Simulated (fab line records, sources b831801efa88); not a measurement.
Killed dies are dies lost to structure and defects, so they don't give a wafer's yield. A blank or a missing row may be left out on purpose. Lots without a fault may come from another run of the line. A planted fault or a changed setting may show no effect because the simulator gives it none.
A struck lot beside a sound one | flow sky130 | 15 steps out of a route of 708
Sound: wafers L329.2, L329.3, L329.4. Struck: wafers L341.2, L341.4, L341.5. The cause comes at the end.
At each step with rows: each side's tool, then ch and its chambers, then its first start. Under that, the readings that differ: sound wafers | struck wafers | difference of the means | sigmas: that difference in standard deviations of wafers without a fault.
alike: readings whose means differ by less than 2 such deviations, and words and numbers that are the same on both sides. not compared: withheld readings, readings that some wafer has no value for, bounds like >300 that may hide the same value, and numbers for which the record gives no deviation and whose values overlap.
The two part at a step that has a row with sigmas, a row that says differs or no value, or rows on one side only. Numbers that don't overlap but have no deviation are shown without sigmas and don't part them. A reading that every wafer of one side lacks parts them only if that side has two wafers or more.

first, 5 steps without rows for these wafers: SKY_SONOS_TUNNEL_COAT_02 (resist thk 1140 nm); SKY_SONOS_TUNNEL_SOFTBAKE_03 (time 60 s); SKY_SONOS_TUNNEL_EXPOSE_04 (exposes mask TUNM, target cd 410 nm); SKY_SONOS_TUNNEL_PEB_05; SKY_SONOS_TUNNEL_DEVELOP_06 (develop time 60 s).
SKY_SONOS_TUNNEL_CD_MEAS_07: target cd 410 nm.
  sound on cd_sem-01, day 13 02:03; struck on cd_sem-01, day 17 20:36
  reading    | sound             | struck            | difference | sigmas
  cd_nm (nm) | 408.8 405.6 405.2 | 413.5 410.9 410.1 | +5.0       | +2
SKY_SONOS_TUNNEL_OVL_MEAS_08:
  sound on overlay-01, day 13 02:10; struck on overlay-01, day 17 20:43
  alike: SONOS_TUNNEL_OVL
then, 3 steps without rows for these wafers: SKY_SONOS_TUNNEL_IMPLANT_09; SKY_SONOS_TUNNEL_WET_ETCH_10 (etches SiO2 in dHF, target depth 14 nm, time 280 s); SKY_SONOS_TUNNEL_STRIP_11 (strips in SPM, time 600 s).
SKY_SONOS_TUNNEL_TW_MEAS_12:
  sound on film_metro-01, day 13 02:37; struck on film_metro-04, day 17 21:16
  reading         | sound             | struck            | difference | sigmas
  SONOS_TUNNEL_TW | 200.3 199.6 200.2 | 194.3 194.5 194.6 | -5.6       | -2
then, 1 step without rows for these wafers: SKY_SONOS_TUNNEL_CLEAN_13 (cleans in dHF, time 20 s).
SKY_SONOS_ONO_OXIDATION_00: stabilise 600 s, purge 300 s, target thk 2.6 nm.
  sound on furnace-02 ch 0, day 13 03:01; struck on furnace-02 ch 0, day 17 22:38
  reading                                          | sound             | struck            | difference | sigmas
  model.SiO2_of_SONOS_ONO_OXIDATION_00.thk_nm (nm) | 2.529 2.547 2.518 | 2.936 2.937 2.907 | +0.395     |
  alike: spike_tc_centre_C, spike_tc_top_C, zone_power_centre_pct
SKY_SONOS_ONO_THK_MEAS_01:
  sound on film_metro-03, day 13 04:22; struck on film_metro-03, day 18 00:13
  reading                      | sound          | struck         | difference | sigmas
  SONOS_ONO_OXIDATION_THK (nm) | 2.54 2.52 2.56 | 2.91 2.91 2.88 | +0.36      | +6
  not compared: hold
-- the record jumps here: 33 days lie between the struck wafers' starts before and after (it left off in module SONOS_ONO and takes up again in module PAD_OPEN, whose first step shown is number 708 of the route) --
SKY_PAD_OPEN_PROBE_99:
  sound on prober-02, day 46 22:11; struck on prober-02, day 50 14:35
  reading                               | sound                  | struck                  | difference | sigmas
  model.etest.sonos_erased.drive_ua_um  | 202.6 188.9 195.3      | 170 147 159.2           | -37        |
  model.etest.cap_ono.gate_log10_a_cm2  | -7.839 -7.862 -7.951   | -8.215 -8.286 -8.264    | -0.371     |
  model.etest.sonos_erased.vt_v (V)     | -2.329 -2.289 -2.304   | -1.999 -1.898 -1.973    | +0.351     |
  model.etest.cap_ono.tox_acc_nm (nm)   | 12.83 12.79 12.82      | 13.02 13.22 13.12       | +0.31      |
  model.etest.sonos_programmed.vt_v (V) | 1.528 1.493 1.464      | 1.436 1.37 1.434        | -0.082     |
  model.etest.sonos_baked.vt_less_v (V) | -0.5642 -0.515 -0.5242 | -0.4227 -0.4002 -0.4019 | +0.1262    |
  alike: killed_at_M0_to_M3, killed_at_M4_up, killed_at_contacts, killed_at_front_end, killed_at_other, killed_dies, killed_open, killed_short
  not compared: model.etest.cap_ono.gate_bv_v

WHERE THEY PART
First at SKY_SONOS_TUNNEL_CD_MEAS_07; last, within this record, at SKY_SONOS_ONO_THK_MEAS_01. Later steps at which nothing parts them and some readings are alike: SKY_PAD_OPEN_PROBE_99.

WHY: what the simulator had put in
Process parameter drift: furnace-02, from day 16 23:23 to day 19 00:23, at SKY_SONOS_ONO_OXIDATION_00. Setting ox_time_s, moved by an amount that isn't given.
